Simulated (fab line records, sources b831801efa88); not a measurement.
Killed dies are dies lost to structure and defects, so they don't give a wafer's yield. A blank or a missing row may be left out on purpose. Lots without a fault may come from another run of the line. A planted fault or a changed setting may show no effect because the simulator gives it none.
fab line records | flow sky130
record lots=5 wafers=15 last_day=50
route steps=708 shown NWELL@33 DNWELL@35 PWDE@45
lots that met no fault: from a run of the same line without faults
start_h: hours from the record's first day to the start of the lot's first wafer shown | wait_h: hours since the lot's step before | " the same as in the row above | L1.1+2: a row that stands for several wafers | - no value, or no start given | * or withheld: withheld | < > ~ a bound
route shown NAME@n: a module of which the file shows steps, and the number in the route of the first | usual: mean/standard deviation of fault-free wafers | same: alike in all rows | chamber/n: place in a boat | sites: the reading at each site | _std_site: their standard deviation | _edge_site: outer sites' mean less inner sites' | radius_mm: how far each site lies from the wafer's centre | mask NAME#n: copy n | behind: the tool/chamber that last shaped the wafer | hold: why the lot was held/for how many hours/how that ended | device: the transistor (n, p or np) that didn't switch | end of line: the same wafers' tests at the end of the route | a step without rows: its recipe alone | killed: dies lost to structure and defects at the first sort, not the wafer's yield | map: a wafer's dies, x killed, . not, _ none there
set.NAME: the setting as run; set.NAME@STEP: as run at that earlier step | model.NAME: the simulator's own value behind a step, which no gauge read
lots at some steps of the route; a table a step, a row a wafer
services: from which hour (start_h, from the record's first day; less than 0 if before it) a tool's chamber was out of use, for how many hours, and why
## steps
# step SKY_NWELL_OXIDATION_01
# recipe temp_c=900 ambient=O2 stabilise_s=600 purge_s=300 target_thk_a=100 ox_time_s=1418
# columns lot.wafer tool chamber start_h wait_h
L079.1+2+3 furnace-02 0 72.02 0.4
L081.1+3+6 furnace-01 0 78.07 0.1
L086.1+4+6 furnace-02 0 99.86 0.8
L089.1+2+6 furnace-01 0 112.59 0.0
L094.2+4+5 furnace-01 0 138.97 0.1
# step SKY_NWELL_THK_MEAS_02
# recipe reads=SiO2_of_NWELL_OXIDATION_01
# usual NWELL_OXIDATION_THK=9.99/0.18
# columns lot.wafer tool chamber start_h wait_h NWELL_OXIDATION_THK[nm]
L079.1 film_metro-04 - 73.48 0.1 9.81
L079.2 " - " " 9.93
L079.3 " - " " 9.81
L081.1 film_metro-03 - 79.47 0.0 9.80
L081.3 " - " " 9.76
L081.6 " - " " 10.06
L086.1 film_metro-01 - 101.25 0.0 10.26
L086.4 " - " " 10.08
L086.6 " - " " 10.12
L089.1 film_metro-03 - 113.99 0.0 9.66
L089.2 " - " " 9.83
L089.6 " - " " 9.85
L094.2 film_metro-04 - 140.37 0.0 9.81
L094.4 " - " " 10.06
L094.5 " - " " 9.81
# step SKY_DNWELL_DEHYDRATE_00
# recipe temp_c=200 time_s=60
# same time_s=60
# columns lot.wafer tool chamber start_h wait_h
L079.1+2+3 litho_track-04 0 81.20 7.7
L081.1+3+6 litho_track-04 0 87.45 8.0
L086.1+4+6 litho_track-04 0 109.25 8.0
L089.1+2+6 litho_track-03 0 123.27 9.3
L094.2+4+5 litho_track-04 0 150.18 9.8
# step SKY_DNWELL_HMDS_01
# recipe prime_time_s=60 prime_temp_c=120
# columns lot.wafer tool chamber start_h wait_h
L079.1+2+3 litho_track-04 0 81.35 0.1
L081.1+3+6 litho_track-04 0 87.60 0.1
L086.1+4+6 litho_track-04 0 109.40 0.1
L089.1+2+6 litho_track-03 0 123.42 0.1
L094.2+4+5 litho_track-04 0 150.33 0.1
# step SKY_DNWELL_COAT_02
# recipe spin_rpm=2000 resist_thk_nm=3000
# columns lot.wafer tool chamber start_h wait_h
L079.1+2+3 litho_track-04 0 81.50 0.1
L081.1+3+6 litho_track-04 0 87.75 0.1
L086.1+4+6 litho_track-04 0 109.55 0.1
L089.1+2+6 litho_track-03 0 123.57 0.1
L094.2+4+5 litho_track-04 0 150.48 0.1
# step SKY_DNWELL_SOFTBAKE_03
# recipe temp_c=110 time_s=withheld
# columns lot.wafer tool chamber start_h wait_h
L079.1+2+3 litho_track-04 0 81.65 0.1
L081.1+3+6 litho_track-04 0 87.90 0.1
L086.1+4+6 litho_track-04 0 109.70 0.1
L089.1+2+6 litho_track-03 0 123.72 0.1
L094.2+4+5 litho_track-04 0 150.63 0.1
# step SKY_DNWELL_EXPOSE_04
# recipe mask_id=DNM na=0.57 target_cd_nm=3000 dose_mj=222
# columns lot.wafer tool chamber start_h wait_h mask
L079.1+2+3 iline_stepper-02 0 - - DNM#0
L081.1+3+6 iline_stepper-02 0 - - DNM#0
L086.1+4+6 iline_stepper-01 0 - - DNM#0
L089.1+2+6 iline_stepper-02 0 - - DNM#0
L094.2+4+5 iline_stepper-02 0 - - DNM#0
# step SKY_DNWELL_PEB_05
# recipe temp_c=115 time_s=withheld
# columns lot.wafer tool chamber start_h wait_h
L079.1+2+3 litho_track-02 0 - -
L081.1+3+6 litho_track-04 0 - -
L086.1+4+6 litho_track-02 0 - -
L089.1+2+6 litho_track-03 0 - -
L094.2+4+5 litho_track-02 0 - -
# step SKY_DNWELL_DEVELOP_06
# recipe wall_angle_deg=90 developer=TMAH develop_time_s=60 dev_temp_c=23
# usual developer_temp_C=23.01/0.11
# columns lot.wafer tool chamber start_h wait_h developer_temp_C
L079.1 litho_track-02 0 - - 22.95
L079.2 " 0 " " 22.90
L079.3 " 0 " " 22.83
L081.1 litho_track-04 0 - - 23.14
L081.3 " 0 " " 23.08
L081.6 " 0 " " 23.03
L086.1 litho_track-02 0 - - 23.03
L086.4 " 0 " " 23.03
L086.6 " 0 " " 22.95
L089.1 litho_track-03 0 - - 23.18
L089.2 " 0 " " 22.98
L089.6 " 0 " " 22.82
L094.2 litho_track-02 0 - - 23.04
L094.4 " 0 " " 22.91
L094.5 " 0 " " 23.00
# step SKY_DNWELL_IMPLANT_07
# recipe species=P energy_kev=withheld dose_cm2=withheld tilt_deg=withheld
# columns lot.wafer tool chamber start_h wait_h
L079.1+2+3 implanter-03 0 90.41 -
L081.1+3+6 implanter-02 0 95.65 -
L086.1+4+6 implanter-03 0 118.86 -
L089.1+2+6 implanter-02 0 132.92 -
L094.2+4+5 implanter-04 0 161.08 -
# step SKY_DNWELL_STRIP_08
# recipe chemistry=O2/N2 power_w=1400 pressure_mtorr=1500 platen_temp_c=withheld o2_flow_sccm=3000 n2_flow_sccm=300 overash_fraction=0.5
# usual drypump_motor_current_A=5.5/0.44 oes_product_au=0.722/0.0041 strip_time_to_endpoint_s=36.91/0.096
# columns lot.wafer tool chamber start_h wait_h drypump_motor_current_A oes_product_au rf_hours_counter_h strip_time_to_endpoint_s
L079.1 plasma_asher-01 1 90.56 0.1 5.0 0.726 41 37.03
L079.2 " 0 " " 6.2 0.725 41 36.94
L079.3 " 1 " " 5.0 0.722 - 37.01
L081.1 plasma_asher-04 1 95.80 0.1 5.8 0.722 28 37.01
L081.3 " 1 " " 5.8 0.723 - 36.95
L081.6 " 1 " " 5.8 0.725 - 36.97
L086.1 plasma_asher-01 0 119.01 0.1 6.1 0.721 44 37.05
L086.4 " 0 " " 6.1 0.713 - 36.96
L086.6 " 1 " " 5.0 0.723 - 36.95
L089.1 plasma_asher-04 1 133.07 0.1 5.9 0.723 32 36.93
L089.2 " 0 " " 5.1 0.721 32 36.83
L089.6 " 0 " " 5.1 0.720 - 36.83
L094.2 plasma_asher-01 1 161.21 0.1 5.0 0.724 48 36.93
L094.4 " 1 " " 5.0 0.723 - 36.86
L094.5 " 1 " " 5.0 0.729 - 36.86
# step SKY_DNWELL_TW_MEAS_09
# usual DNWELL_TW=1119/8
# columns lot.wafer tool chamber start_h wait_h DNWELL_TW
L079.1 film_metro-01 - 90.67 0.1 1116
L079.2 " - " " 1115
L079.3 " - " " 1113
L081.1 film_metro-03 - 95.90 0.1 1115
L081.3 " - " " 1122
L081.6 " - " " 1116
L086.1 film_metro-04 - 119.11 0.1 1096
L086.4 " - " " 1102
L086.6 " - " " 1097
L089.1 film_metro-03 - 133.17 0.1 1132
L089.2 " - " " 1128
L089.6 " - " " 1125
L094.2 film_metro-04 - 161.32 0.1 1110
L094.4 " - " " 1112
L094.5 " - " " 1106
# step SKY_PWDE_DEHYDRATE_00
# recipe temp_c=200 time_s=60
# same time_s=60
# columns lot.wafer tool chamber start_h wait_h
L079.1+2+3 litho_track-03 0 99.28 8.6
L081.1+3+6 litho_track-01 0 105.01 9.1
L086.1+4+6 litho_track-04 0 128.15 9.0
L089.1+2+6 litho_track-04 0 142.95 9.8
L094.2+4+5 litho_track-01 0 171.09 9.8
# step SKY_PWDE_HMDS_01
# recipe prime_time_s=60 prime_temp_c=120
# columns lot.wafer tool chamber start_h wait_h
L079.1+2+3 litho_track-03 0 99.43 0.1
L081.1+3+6 litho_track-01 0 105.16 0.1
L086.1+4+6 litho_track-04 0 128.30 0.1
L089.1+2+6 litho_track-04 0 143.10 0.1
L094.2+4+5 litho_track-01 0 171.24 0.1
# step SKY_PWDE_COAT_02
# recipe spin_rpm=2000 resist_thk_nm=3000
# columns lot.wafer tool chamber start_h wait_h
L079.1+2+3 litho_track-03 0 99.58 0.1
L081.1+3+6 litho_track-01 0 105.31 0.1
L086.1+4+6 litho_track-04 0 128.45 0.1
L089.1+2+6 litho_track-04 0 143.25 0.1
L094.2+4+5 litho_track-01 0 171.39 0.1
# step SKY_PWDE_SOFTBAKE_03
# recipe temp_c=110 time_s=withheld
# columns lot.wafer tool chamber start_h wait_h
L079.1+2+3 litho_track-03 0 99.73 0.1
L081.1+3+6 litho_track-01 0 105.46 0.1
L086.1+4+6 litho_track-04 0 128.60 0.1
L089.1+2+6 litho_track-04 0 143.40 0.1
L094.2+4+5 litho_track-01 0 171.55 0.1
# step SKY_PWDE_EXPOSE_04
# recipe mask_id=PWDEM na=0.6 source_shape=conventional sigma_outer=0.6 polarization=unpolarized target_cd_nm=840 dose_mj=214
# columns lot.wafer tool chamber start_h wait_h mask
L079.1+2+3 iline_stepper-02 0 - - PWDEM#0
L081.1+3+6 iline_stepper-02 0 - - PWDEM#0
L086.1+4+6 iline_stepper-02 0 - - PWDEM#0
L089.1+2+6 iline_stepper-01 0 - - PWDEM#0
L094.2+4+5 iline_stepper-02 0 - - PWDEM#0
# step SKY_PWDE_PEB_05
# recipe temp_c=115 time_s=withheld
# columns lot.wafer tool chamber start_h wait_h
L079.1+2+3 litho_track-04 0 - -
L081.1+3+6 litho_track-03 0 - -
L086.1+4+6 litho_track-03 0 - -
L089.1+2+6 litho_track-04 0 - -
L094.2+4+5 litho_track-03 0 - -
# step SKY_PWDE_DEVELOP_06
# recipe wall_angle_deg=90 developer=TMAH develop_time_s=60 dev_temp_c=23
# usual developer_temp_C=23.00/0.12
# columns lot.wafer tool chamber start_h wait_h developer_temp_C
L079.1 litho_track-04 0 - - 22.98
L079.2 " 0 " " 22.88
L079.3 " 0 " " 22.88
L081.1 litho_track-03 0 - - 23.24
L081.3 " 0 " " 22.91
L081.6 " 0 " " 23.17
L086.1 litho_track-03 0 - - 22.84
L086.4 " 0 " " 22.84
L086.6 " 0 " " 22.89
L089.1 litho_track-04 0 - - 22.87
L089.2 " 0 " " 23.00
L089.6 " 0 " " 23.01
L094.2 litho_track-03 0 - - 23.21
L094.4 " 0 " " 23.10
L094.5 " 0 " " 23.26
# step SKY_PWDE_OVL_MEAS_07
# usual PWDE_OVL=0.0/1.6
# columns lot.wafer tool chamber start_h wait_h PWDE_OVL[nm]
L079.1 overlay-01 - 108.90 - 0.1
L079.2 " - " " -2.1
L079.3 " - " " -0.4
L081.1 overlay-01 - 114.22 - -1.5
L081.3 " - " " -1.4
L081.6 " - " " -1.5
L086.1 overlay-02 - 138.22 - -2.0
L086.4 " - " " -0.1
L086.6 " - " " -1.8
L089.1 overlay-01 - 153.75 - 0.5
L089.2 " - " " -0.9
L089.6 " - " " 1.7
L094.2 overlay-01 - 182.73 - -3.4
L094.4 " - " " -2.3
L094.5 " - " " -2.5
# step SKY_PWDE_IMPLANT_08
# recipe species=B energy_kev=150 dose_cm2=3.6e+12 tilt_deg=withheld
# columns lot.wafer tool chamber start_h wait_h
L079.1+2+3 implanter-03 0 108.94 0.0
L081.1+3+6 implanter-03 0 114.26 0.0
L086.1+4+6 implanter-03 0 138.26 0.0
L089.1+2+6 implanter-01 0 153.79 0.0
L094.2+4+5 implanter-03 0 182.79 0.0
# step SKY_PWDE_STRIP_09
# recipe chemistry=O2/N2 power_w=1400 pressure_mtorr=1500 platen_temp_c=withheld o2_flow_sccm=3000 n2_flow_sccm=300 overash_fraction=0.5
# usual drypump_motor_current_A=5.5/0.44 oes_product_au=0.723/0.0043 strip_time_to_endpoint_s=36.91/0.12
# columns lot.wafer tool chamber start_h wait_h drypump_motor_current_A oes_product_au rf_hours_counter_h strip_time_to_endpoint_s
L079.1 plasma_asher-02 1 109.09 0.1 5.7 0.721 40 36.85
L079.2 " 0 " " 5.0 0.724 40 36.84
L079.3 " 0 " " 5.1 0.712 - 36.89
L081.1 plasma_asher-04 0 114.41 0.1 5.1 0.724 30 37.00
L081.3 " 1 " " 5.8 0.720 - 37.06
L081.6 " 1 " " 5.8 0.717 - 37.03
L086.1 plasma_asher-04 0 138.41 0.1 5.1 0.716 32 37.10
L086.4 " 1 " " 5.8 0.725 - 37.01
L086.6 " 0 " " 5.1 0.729 - 37.02
L089.1 plasma_asher-01 1 153.94 0.1 5.0 0.721 47 36.90
L089.2 " 0 " " 6.1 0.721 47 37.02
L089.6 " 0 " " 6.1 0.731 - 36.72
L094.2 plasma_asher-01 1 182.91 0.1 5.0 0.725 50 36.91
L094.4 " 1 " " 5.0 0.719 - 36.88
L094.5 " 1 " " 5.0 0.721 - 36.85
# step SKY_PWDE_TW_MEAS_10
# usual PWDE_TW=374.9/2.5
# columns lot.wafer tool chamber start_h wait_h PWDE_TW
L079.1 film_metro-01 - 109.19 0.1 376.4
L079.2 " - " " 378.6
L079.3 " - " " 376.4
L081.1 film_metro-04 - 114.51 0.1 371.0
L081.3 " - " " 372.5
L081.6 " - " " 370.1
L086.1 film_metro-03 - 138.51 0.1 378.1
L086.4 " - " " 377.6
L086.6 " - " " 378.9
L089.1 film_metro-03 - 154.04 0.1 373.8
L089.2 " - " " 375.7
L089.6 " - " " 374.5
L094.2 film_metro-01 - 183.02 0.1 376.8
L094.4 " - " " 379.8
L094.5 " - " " 377.5
# step SKY_NWELL_DEHYDRATE_03
# recipe temp_c=200 time_s=60
# same time_s=60
# columns lot.wafer tool chamber start_h wait_h
L079.1+2+3 litho_track-04 0 117.80 8.6
L081.1+3+6 litho_track-04 0 124.10 9.6
L086.1+4+6 litho_track-01 0 148.26 9.7
L089.1+2+6 litho_track-02 0 164.21 10.2
L094.2+4+5 litho_track-04 0 193.38 10.3
# step SKY_NWELL_HMDS_04
# recipe prime_time_s=60 prime_temp_c=120
# columns lot.wafer tool chamber start_h wait_h
L079.1+2+3 litho_track-04 0 117.95 0.1
L081.1+3+6 litho_track-04 0 124.25 0.1
L086.1+4+6 litho_track-01 0 148.41 0.1
L089.1+2+6 litho_track-02 0 164.36 0.1
L094.2+4+5 litho_track-04 0 193.53 0.1
# step SKY_NWELL_COAT_05
# recipe spin_rpm=2000 resist_thk_nm=3000
# columns lot.wafer tool chamber start_h wait_h
L079.1+2+3 litho_track-04 0 118.10 0.1
L081.1+3+6 litho_track-04 0 124.40 0.1
L086.1+4+6 litho_track-01 0 148.56 0.1
L089.1+2+6 litho_track-02 0 164.51 0.1
L094.2+4+5 litho_track-04 0 193.68 0.1
# step SKY_NWELL_SOFTBAKE_06
# recipe temp_c=110 time_s=withheld
# columns lot.wafer tool chamber start_h wait_h
L079.1+2+3 litho_track-04 0 118.25 0.1
L081.1+3+6 litho_track-04 0 124.55 0.1
L086.1+4+6 litho_track-01 0 148.71 0.1
L089.1+2+6 litho_track-02 0 164.66 0.1
L094.2+4+5 litho_track-04 0 193.83 0.1
# step SKY_NWELL_EXPOSE_07
# recipe mask_id=NWM na=0.6 source_shape=conventional sigma_outer=0.6 polarization=unpolarized target_cd_nm=840 dose_mj=255
# columns lot.wafer tool chamber start_h wait_h mask
L079.1+2+3 iline_stepper-01 0 - - NWM#0
L081.1+3+6 iline_stepper-02 0 - - NWM#0
L086.1+4+6 iline_stepper-01 0 - - NWM#0
L089.1+2+6 iline_stepper-01 0 - - NWM#0
L094.2+4+5 iline_stepper-01 0 - - NWM#0
# step SKY_NWELL_PEB_08
# recipe temp_c=115 time_s=withheld
# columns lot.wafer tool chamber start_h wait_h
L079.1+2+3 litho_track-04 0 - -
L081.1+3+6 litho_track-04 0 - -
L086.1+4+6 litho_track-01 0 - -
L089.1+2+6 litho_track-01 0 - -
L094.2+4+5 litho_track-02 0 - -
# step SKY_NWELL_DEVELOP_09
# recipe wall_angle_deg=90 developer=TMAH develop_time_s=60 dev_temp_c=23
# usual developer_temp_C=22.97/0.095
# columns lot.wafer tool chamber start_h wait_h developer_temp_C
L079.1 litho_track-04 0 - - 23.00
L079.2 " 0 " " 23.05
L079.3 " 0 " " 22.97
L081.1 litho_track-04 0 - - 22.99
L081.3 " 0 " " 22.78
L081.6 " 0 " " 22.96
L086.1 litho_track-01 0 - - 22.88
L086.4 " 0 " " 22.97
L086.6 " 0 " " 23.06
L089.1 litho_track-01 0 - - 23.03
L089.2 " 0 " " 22.83
L089.6 " 0 " " 23.08
L094.2 litho_track-02 0 - - 23.00
L094.4 " 0 " " 22.80
L094.5 " 0 " " 22.87
# step SKY_NWELL_OVL_MEAS_10
# usual NWELL_00_OVL=-0.2/1.3
# columns lot.wafer tool chamber start_h wait_h NWELL_00_OVL[nm]
L079.1 overlay-02 - 128.15 - -0.8
L079.2 " - " " -0.5
L079.3 " - " " 0.7
L081.1 overlay-01 - 134.10 - -2.2
L081.3 " - " " -2.6
L081.6 " - " " -1.5
L086.1 overlay-01 - 158.76 - 1.2
L086.4 " - " " -0.2
L086.6 " - " " -0.7
L089.1 overlay-01 - 175.31 - -2.2
L089.2 " - " " 0.7
L089.6 " - " " -0.8
L094.2 overlay-01 - 205.61 - 1.7
L094.4 " - " " 1.5
L094.5 " - " " 0.9
# step SKY_NWELL_IMPLANT_11
# recipe species=P energy_kev=400 dose_cm2=1.9e+13 tilt_deg=withheld
# columns lot.wafer tool chamber start_h wait_h
L079.1+2+3 implanter-02 0 128.19 0.0
L081.1+3+6 implanter-03 0 134.14 0.0
L086.1+4+6 implanter-03 0 158.80 0.0
L089.1+2+6 implanter-01 0 175.35 0.0
L094.2+4+5 implanter-02 0 205.67 0.0
# step SKY_NWELL_IMPLANT_12
# recipe species=P energy_kev=120 dose_cm2=1.3e+12 tilt_deg=withheld
# columns lot.wafer tool chamber start_h wait_h
L079.1+2+3 implanter-02 0 128.34 0.1
L081.1+3+6 implanter-03 0 134.29 0.1
L086.1+4+6 implanter-03 0 158.95 0.1
L089.1+2+6 implanter-01 0 175.50 0.1
L094.2+4+5 implanter-02 0 205.82 0.1
# step SKY_NWELL_IMPLANT_13
# recipe species=P energy_kev=50 dose_cm2=7e+11 tilt_deg=withheld
# columns lot.wafer tool chamber start_h wait_h
L079.1+2+3 implanter-02 0 128.49 0.1
L081.1+3+6 implanter-03 0 134.44 0.1
L086.1+4+6 implanter-03 0 159.10 0.1
L089.1+2+6 implanter-01 0 175.65 0.1
L094.2+4+5 implanter-02 0 205.97 0.1
# step SKY_NWELL_STRIP_14
# recipe chemistry=O2/N2 power_w=1400 pressure_mtorr=1500 platen_temp_c=withheld o2_flow_sccm=3000 n2_flow_sccm=300 overash_fraction=0.5
# usual drypump_motor_current_A=5.4/0.39 oes_product_au=0.722/0.0047 strip_time_to_endpoint_s=36.91/0.099
# columns lot.wafer tool chamber start_h wait_h drypump_motor_current_A oes_product_au rf_hours_counter_h strip_time_to_endpoint_s
L079.1 plasma_asher-02 0 128.64 0.1 5.0 0.727 42 37.10
L079.2 " 1 " " 5.7 0.720 42 36.90
L079.3 " 0 " " 5.0 0.721 - 37.03
L081.1 plasma_asher-01 0 134.59 0.1 6.1 0.715 45 37.09
L081.3 " 1 " " 5.0 0.718 - 36.96
L081.6 " 1 " " 5.0 0.721 - 36.89
L086.1 plasma_asher-02 0 159.25 0.1 5.1 0.718 46 36.81
L086.4 " 0 " " 5.0 0.717 - 36.83
L086.6 " 1 " " 5.8 0.722 - 36.83
L089.1 plasma_asher-01 1 175.80 0.1 5.0 0.720 49 36.85
L089.2 " 0 " " 6.1 0.727 49 36.97
L089.6 " 0 " " 6.1 0.716 - 36.89
L094.2 plasma_asher-02 0 206.09 0.1 5.1 0.720 50 36.85
L094.4 " 1 " " 5.7 0.715 - 36.92
L094.5 " 1 " " 5.7 0.720 - 36.92
# step SKY_NWELL_TW_MEAS_15
# usual NWELL_TW=1826/11
# columns lot.wafer tool chamber start_h wait_h NWELL_TW
L079.1 film_metro-03 - 128.74 0.1 1832
L079.2 " - " " 1845
L079.3 " - " " 1818
L081.1 film_metro-04 - 134.69 0.1 1813
L081.3 " - " " 1815
L081.6 " - " " 1823
L086.1 film_metro-03 - 159.35 0.1 1826
L086.4 " - " " 1826
L086.6 " - " " 1825
L089.1 film_metro-04 - 175.90 0.1 1819
L089.2 " - " " 1814
L089.6 " - " " 1815
L094.2 film_metro-01 - 206.20 0.1 1831
L094.4 " - " " 1834
L094.5 " - " " 1843
# step SKY_NWELL_DEHYDRATE_16
# recipe temp_c=200 time_s=60
# same time_s=60
# columns lot.wafer tool chamber start_h wait_h
L079.1+2+3 litho_track-01 0 137.46 8.7
L081.1+3+6 litho_track-02 0 144.86 10.2
L086.1+4+6 litho_track-04 0 169.05 9.7
L089.1+2+6 litho_track-02 0 186.76 10.8
L094.2+4+5 litho_track-04 0 216.93 10.7
# step SKY_NWELL_HMDS_17
# recipe prime_time_s=60 prime_temp_c=120
# columns lot.wafer tool chamber start_h wait_h
L079.1+2+3 litho_track-01 0 137.61 0.1
L081.1+3+6 litho_track-02 0 145.01 0.1
L086.1+4+6 litho_track-04 0 169.20 0.1
L089.1+2+6 litho_track-02 0 186.91 0.1
L094.2+4+5 litho_track-04 0 217.08 0.1
# step SKY_NWELL_COAT_18
# recipe spin_rpm=2000 resist_thk_nm=3000
# columns lot.wafer tool chamber start_h wait_h
L079.1+2+3 litho_track-01 0 137.76 0.1
L081.1+3+6 litho_track-02 0 145.16 0.1
L086.1+4+6 litho_track-04 0 169.35 0.1
L089.1+2+6 litho_track-02 0 187.06 0.1
L094.2+4+5 litho_track-04 0 217.23 0.1
# step SKY_NWELL_SOFTBAKE_19
# recipe temp_c=110 time_s=withheld
# columns lot.wafer tool chamber start_h wait_h
L079.1+2+3 litho_track-01 0 137.91 0.1
L081.1+3+6 litho_track-02 0 145.31 0.1
L086.1+4+6 litho_track-04 0 169.50 0.1
L089.1+2+6 litho_track-02 0 187.21 0.1
L094.2+4+5 litho_track-04 0 217.38 0.1
# step SKY_NWELL_EXPOSE_20
# recipe mask_id=NWM_COMPLEMENT na=0.6 source_shape=conventional sigma_outer=0.6 polarization=unpolarized target_cd_nm=840 dose_mj=260
# columns lot.wafer tool chamber start_h wait_h mask
L079.1+2+3 iline_stepper-01 0 - - NWM_COMPLEMENT#0
L081.1+3+6 iline_stepper-02 0 - - NWM_COMPLEMENT#0
L086.1+4+6 iline_stepper-01 0 - - NWM_COMPLEMENT#0
L089.1+2+6 iline_stepper-02 0 - - NWM_COMPLEMENT#0
L094.2+4+5 iline_stepper-01 0 - - NWM_COMPLEMENT#0
# step SKY_NWELL_PEB_21
# recipe temp_c=115 time_s=withheld
# columns lot.wafer tool chamber start_h wait_h
L079.1+2+3 litho_track-04 0 - -
L081.1+3+6 litho_track-02 0 - -
L086.1+4+6 litho_track-02 0 - -
L089.1+2+6 litho_track-04 0 - -
L094.2+4+5 litho_track-01 0 - -
# step SKY_NWELL_DEVELOP_22
# recipe wall_angle_deg=90 developer=TMAH develop_time_s=60 dev_temp_c=23
# usual developer_temp_C=23.03/0.11
# columns lot.wafer tool chamber start_h wait_h developer_temp_C
L079.1 litho_track-04 0 - - 23.01
L079.2 " 0 " " 23.02
L079.3 " 0 " " 23.08
L081.1 litho_track-02 0 - - 23.20
L081.3 " 0 " " 23.12
L081.6 " 0 " " 23.33
L086.1 litho_track-02 0 - - 22.89
L086.4 " 0 " " 22.82
L086.6 " 0 " " 22.87
L089.1 litho_track-04 0 - - 23.10
L089.2 " 0 " " 23.07
L089.6 " 0 " " 23.09
L094.2 litho_track-01 0 - - 22.95
L094.4 " 0 " " 22.93
L094.5 " 0 " " 22.93
# step SKY_NWELL_OVL_MEAS_23
# usual NWELL_01_OVL=-0.3/1.6
# columns lot.wafer tool chamber start_h wait_h NWELL_01_OVL[nm]
L079.1 overlay-01 - 148.60 - -0.4
L079.2 " - " " 0.2
L079.3 " - " " -0.9
L081.1 overlay-02 - 155.36 - 1.1
L081.3 " - " " 0.5
L081.6 " - " " 1.2
L086.1 overlay-01 - 179.61 - -0.5
L086.4 " - " " 0.5
L086.6 " - " " -0.6
L089.1 overlay-01 - 198.30 - 0.3
L089.2 " - " " 0.2
L089.6 " - " " -0.2
L094.2 overlay-01 - 228.62 - -2.2
L094.4 " - " " -2.1
L094.5 " - " " -2.3
# step SKY_NWELL_IMPLANT_24
# recipe species=B energy_kev=140 dose_cm2=9.2e+12 tilt_deg=withheld
# columns lot.wafer tool chamber start_h wait_h
L079.1+2+3 implanter-03 0 148.64 0.0
L081.1+3+6 implanter-01 0 155.39 0.0
L086.1+4+6 implanter-01 0 179.64 0.0
L089.1+2+6 implanter-02 0 198.34 0.0
L094.2+4+5 implanter-03 0 228.67 0.0
# step SKY_NWELL_STRIP_25
# recipe chemistry=O2/N2 power_w=1400 pressure_mtorr=1500 platen_temp_c=withheld o2_flow_sccm=3000 n2_flow_sccm=300 overash_fraction=0.5
# usual drypump_motor_current_A=5.4/0.37 oes_product_au=0.723/0.0047 strip_time_to_endpoint_s=36.93/0.1
# columns lot.wafer tool chamber start_h wait_h drypump_motor_current_A oes_product_au rf_hours_counter_h strip_time_to_endpoint_s
L079.1 plasma_asher-01 0 148.79 0.1 6.1 0.722 46 36.99
L079.2 " 1 " " 5.0 0.726 46 36.95
L079.3 " 1 " " 5.0 0.721 - 36.93
L081.1 plasma_asher-03 1 155.54 0.1 5.2 0.718 4 37.06
L081.3 " 0 " " 5.3 0.731 - 36.99
L081.6 " 1 " " 5.2 0.727 - 36.93
L086.1 plasma_asher-02 1 179.79 0.1 5.8 0.724 48 36.99
L086.4 " 1 " " 5.7 0.727 - 36.98
L086.6 " 0 " " 5.0 0.722 - 36.97
L089.1 plasma_asher-03 1 198.49 0.1 5.2 0.728 8 36.96
L089.2 " 0 " " 5.3 0.719 8 36.91
L089.6 " 0 " " 5.3 0.721 - 36.93
L094.2 plasma_asher-03 0 228.80 0.1 5.3 0.722 11 37.09
L094.4 " 0 " " 5.3 0.730 - 37.12
L094.5 " 0 " " 5.3 0.723 - 37.03
# step SKY_NWELL_TW_MEAS_26
# usual NWELL_2_TW=498/3.2
# columns lot.wafer tool chamber start_h wait_h NWELL_2_TW
L079.1 film_metro-01 - 148.89 0.1 498
L079.2 " - " " 498
L079.3 " - " " 498
L081.1 film_metro-01 - 155.64 0.1 499
L081.3 " - " " 499
L081.6 " - " " 502
L086.1 film_metro-04 - 179.89 0.1 494
L086.4 " - " " 493
L086.6 " - " " 491
L089.1 film_metro-04 - 198.59 0.1 493
L089.2 " - " " 493
L089.6 " - " " 492
L094.2 film_metro-03 - 228.91 0.1 496
L094.4 " - " " 496
L094.5 " - " " 496
# step SKY_NWELL_CLEAN_27
# recipe chemistry=SC1/SC2 mix=1:4:20 temp_c=70 time_s=150 dry=n2_spin
# same time_s=150
# columns lot.wafer tool chamber start_h wait_h
L079.1+2+3 wet_bench-01 3 148.95 0.1
L081.1+3+6 wet_bench-03 1 155.70 0.1
L086.1+4+6 wet_bench-01 2 179.95 0.1
L089.1+2+6 wet_bench-04 0 198.65 0.1
L094.2+4+5 wet_bench-04 3 228.96 0.0
# step SKY_NWELL_RTA_28
# recipe temp_c=1050 time_s=30 idle_temp_c=650 ramp_up_c_per_s=150 ramp_down_c_per_s=90 ambient=N2
# usual anneal_temp_c_max=1053.4/0.71 lamp_power_pct=25.30/0.052 wafer_temp_C_max=1054.8/0.88
# same time_s=30
# columns lot.wafer tool chamber start_h wait_h anneal_temp_c_max lamp_power_pct wafer_temp_C_max
L079.1 rtp_anneal-01 0 149.05 0.0 1052.4 25.35 1054.6
L079.2 " 0 " " 1054.0 25.32 1053.7
L079.3 " 0 " " 1053.0 25.30 1054.5
L081.1 rtp_anneal-01 0 155.75 0.0 1052.9 25.22 1054.2
L081.3 " 0 " " 1053.3 25.46 1055.6
L081.6 " 0 " " 1053.0 25.20 1053.8
L086.1 rtp_anneal-01 0 180.05 0.0 1052.7 25.34 1056.1
L086.4 " 0 " " 1053.6 25.32 1054.5
L086.6 " 0 " " 1053.7 25.23 1054.5
L089.1 rtp_anneal-01 0 198.70 0.0 1052.9 25.33 1054.3
L089.2 " 0 " " 1053.2 25.36 1054.1
L089.6 " 0 " " 1053.1 25.25 1054.5
L094.2 rtp_anneal-02 0 229.03 0.0 1053.8 25.41 1055.1
L094.4 " 0 " " 1054.3 25.34 1054.2
L094.5 " 0 " " 1053.7 25.28 1055.5
## services
# columns tool chamber start_h hours kind
iline_stepper-02 - 55.84 1.7 pm
plasma_asher-03 - 59.80 1.5 repair
iline_stepper-01 - 86.83 4.4 pm
implanter-01 - 101.83 1.0 repair
wet_bench-01 - 104.57 1.5 repair
iline_stepper-02 - 106.07 6.0 repair
rtp_anneal-01 - 108.42 4.5 pm
plasma_asher-03 - 108.75 9.0 pm
implanter-03 - 122.66 2.0 repair
furnace-02 - 125.26 2.8 pm
iline_stepper-01 - 130.21 1.7 pm
plasma_asher-04 - 134.99 0.9 repair
plasma_asher-04 - 139.09 1.6 repair
implanter-01 - 158.69 3.5 repair
implanter-02 - 166.83 3.4 repair
plasma_asher-03 - 184.82 1.2 repair
iline_stepper-01 - 198.89 2.1 pm
furnace-01 - 210.21 2.7 pm
implanter-01 - 212.56 2.7 pm
implanter-01 - 216.58 3.0 pm
implanter-03 - 217.47 3.4 repair
implanter-01 - 220.81 3.9 repair
implanter-01 - 221.65 1.4 repair
plasma_asher-02 - 226.92 0.7 repair
## key
fault none
